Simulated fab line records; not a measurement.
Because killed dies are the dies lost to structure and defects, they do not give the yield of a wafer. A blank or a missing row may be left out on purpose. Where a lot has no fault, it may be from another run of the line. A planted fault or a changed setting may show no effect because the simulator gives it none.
Which tool was responsible? ; flow gf180mcu ; 24 lots, 72 wafers sampled, at 3 steps of a route of 602

== WHAT EACH GAUGE READ, for each wafer ==
GF_V4_THK_MEAS_01. Usual: for V4_CVD_00_THK the level is 602 nm and the standard deviation is 6.5.
lot;measured;on;V4_CVD_00_THK (nm);flag
L074;day 23 12:34;filmMetro-01;608 603 605;
L075;day 23 18:38;filmMetro-03;598 591 592;
L076;day 24 05:11;filmMetro-03;615 597 608;
L077;day 24 17:59;filmMetro-04;606 596 601;
L078;day 25 00:08;filmMetro-01;597 585 596;
L079;day 25 09:08;filmMetro-01;602 589 586;
L080;day 25 19:29;filmMetro-01;605 599 606;
L081;day 26 03:26;filmMetro-03;605 604 596;
L082;day 26 11:41;filmMetro-03;604 608 603;
L083;day 26 23:38;filmMetro-03;591 599 595;
L084;day 27 05:02;filmMetro-04;606 610 608;
L085;day 27 06:44;filmMetro-01;601 602 608;
L086;day 27 16:10;filmMetro-04;611 604 611;
L087;day 28 00:22;filmMetro-03;597 598 597;
L088;day 28 09:45;filmMetro-03;615 604 611;
L089;day 28 15:02;filmMetro-03;602 604 612;
L090;day 28 19:14;filmMetro-01;609 602 610;
L091;day 28 23:16;filmMetro-03;608 605 605;
L092;day 29 04:41;filmMetro-04;609 596 604;
L093;day 29 15:20;filmMetro-01;606 605 607;
L094;day 29 21:59;filmMetro-01;594 603 602;
L095;day 30 01:38;filmMetro-01;600 600 605;
L096;day 30 06:36;filmMetro-01;610 607 606;
L097;day 30 14:38;filmMetro-04;610 602 617;

== WHICH TOOL RAN EACH LOT (tool, then ch and the chambers of the sampled wafers, then the start) ==
lot;GF_M4_SPUTTER_00;GF_M4_METAL_ETCH_16
L074;pvdSputter-01, day 22 12:26;rieMetal-04 ch 0,1, day 23 11:49
L075;pvdSputter-04, day 22 18:53;rieMetal-03 ch 0,1, day 23 17:54
L076;pvdSputter-02, day 23 05:47;rieMetal-04 ch 0,1, day 24 04:24
L077;pvdSputter-01, day 23 18:16;rieMetal-04 ch 0,1, day 24 17:15
L078;pvdSputter-01, day 24 01:26;rieMetal-02 ch 1, day 24 23:24
L079;pvdSputter-02, day 24 10:14;rieMetal-02 ch 0,1, day 25 08:24
L080;pvdSputter-02, day 24 21:11;rieMetal-04 ch 0,1, day 25 18:42
L081;pvdSputter-01, day 25 05:28;rieMetal-03 ch 0,1, day 26 02:40
L082;pvdSputter-04, day 25 13:19;rieMetal-04 ch 0,1, day 26 10:54
L083;pvdSputter-01, day 26 01:58;rieMetal-03 ch 0,1, day 26 22:54
L084;pvdSputter-02, day 26 07:38;rieMetal-02 ch 0,1, day 27 04:18
L085;pvdSputter-04, day 26 09:02;rieMetal-04 ch 0,1, day 27 06:00
L086;pvdSputter-01, day 26 18:32;rieMetal-03 ch 0,1, day 27 15:24
L087;pvdSputter-02, day 27 03:28;rieMetal-03 ch 0, day 27 23:36
L088;pvdSputter-01, day 27 13:05;rieMetal-02 ch 0,1, day 28 09:01
L089;pvdSputter-01, day 27 18:28;rieMetal-04 ch 1, day 28 14:10
L090;pvdSputter-04, day 27 22:53;rieMetal-03 ch 0,1, day 28 18:27
L091;pvdSputter-04, day 28 02:49;rieMetal-03 ch 0,1, day 28 22:28
L092;pvdSputter-04, day 28 08:47;rieMetal-02 ch 0,1, day 29 03:54
L093;pvdSputter-02, day 28 18:43;rieMetal-04 ch 0,1, day 29 14:34
L094;pvdSputter-02, day 29 01:45;rieMetal-04 ch 1, day 29 21:15
L095;pvdSputter-02, day 29 06:25;rieMetal-04 ch 0,1, day 30 00:51
L096;pvdSputter-04, day 29 10:32;rieMetal-03 ch 0,1, day 30 05:52
L097;pvdSputter-01, day 29 18:35;rieMetal-02 ch 0,1, day 30 13:54
- GF_M4_SPUTTER_00: material Ti, target thk 37.5 nm, time 150 s.
- GF_M4_METAL_ETCH_16: etches the open film in Cl2/BCl3, stops on SiO2, target depth 750.8 nm, time 125.1 s.

== WHAT THE TOOLS THEMSELVES READ (means of the sampled wafers that have a number; where no wafer has one, the mark that the record gives instead) ==
GF_M4_SPUTTER_00. Usual: throttleValvePct reads 30.3 % (standard deviation 1).
lot;tool;throttleValvePct (%);flag
L074;pvdSputter-01;30.5;
L075;pvdSputter-04;30.6;
L076;pvdSputter-02;30.8;
L077;pvdSputter-01;30.8;
L078;pvdSputter-01;30.4;
L079;pvdSputter-02;30.3;
L080;pvdSputter-02;30.7;
L081;pvdSputter-01;30.6;
L082;pvdSputter-04;29.9;
L083;pvdSputter-01;30.6;
L084;pvdSputter-02;31.0;
L085;pvdSputter-04;29.3;
L086;pvdSputter-01;30.3;
L087;pvdSputter-02;31.5;
L088;pvdSputter-01;30.6;
L089;pvdSputter-01;31.4;
L090;pvdSputter-04;29.6;
L091;pvdSputter-04;28.7;
L092;pvdSputter-04;29.3;
L093;pvdSputter-02;30.7;
L094;pvdSputter-02;31.1;
L095;pvdSputter-02;30.6;
L096;pvdSputter-04;30.3;
L097;pvdSputter-01;30.6;

GF_M4_METAL_ETCH_16. Usual: drypumpMotorCurrentA 5.5 A, standard deviation 0.7; oesProductAu 0.991 a.u., standard deviation 0.0062; throttleValvePct 28.230 %, standard deviation 0.011.
lot;tool;drypumpMotorCurrentA (A);oesProductAu (a.u.);throttleValvePct (%);flag
L074;rieMetal-04;6.2;0.993;28.228;
L075;rieMetal-03;5.2;0.994;28.227;
L076;rieMetal-04;5.5;0.998;28.221;
L077;rieMetal-04;6.1;0.990;28.206;
L078;rieMetal-02;5.1;0.992;28.238;
L079;rieMetal-02;5.8;0.980;28.235;
L080;rieMetal-04;5.5;0.991;28.232;
L081;rieMetal-03;5.1;0.992;28.228;
L082;rieMetal-04;6.1;0.990;28.232;
L083;rieMetal-03;5.1;0.994;28.217;
L084;rieMetal-02;5.4;0.994;28.240;
L085;rieMetal-04;6.1;0.995;28.226;
L086;rieMetal-03;5.2;0.990;28.238;
L087;rieMetal-03;4.9;0.991;28.229;
L088;rieMetal-02;5.7;0.985;28.234;
L089;rieMetal-04;4.9;0.994;28.227;
L090;rieMetal-03;5.1;0.990;28.231;
L091;rieMetal-03;5.0;0.986;28.239;
L092;rieMetal-02;5.7;0.981;28.236;
L093;rieMetal-04;5.5;0.989;28.234;
L094;rieMetal-04;4.9;0.993;28.235;
L095;rieMetal-04;6.1;0.993;28.228;
L096;rieMetal-03;5.1;0.986;28.232;
L097;rieMetal-02;5.4;0.991;28.235;

== THE ANSWER, worked out from the rows above alone ==
Rule: a lot is off if the mean of its wafers that have a number lies more than 3 standard deviations from the usual mean. Also off: a lot with no number at a reading for which 4 or more lots have one. Where the step has rows for the other lots, those lots are counted as sound. Order of review: gauges by route order, followed by the tools' own readings, for which a lot's mean as printed above is used. At the first step where some lot is off, the reading lying furthest off is the one used; lots without a number count as furthest.
None of the lots is off at any reading shown; this tells nothing.

== WHAT THE SIMULATOR HAD PUT IN ==
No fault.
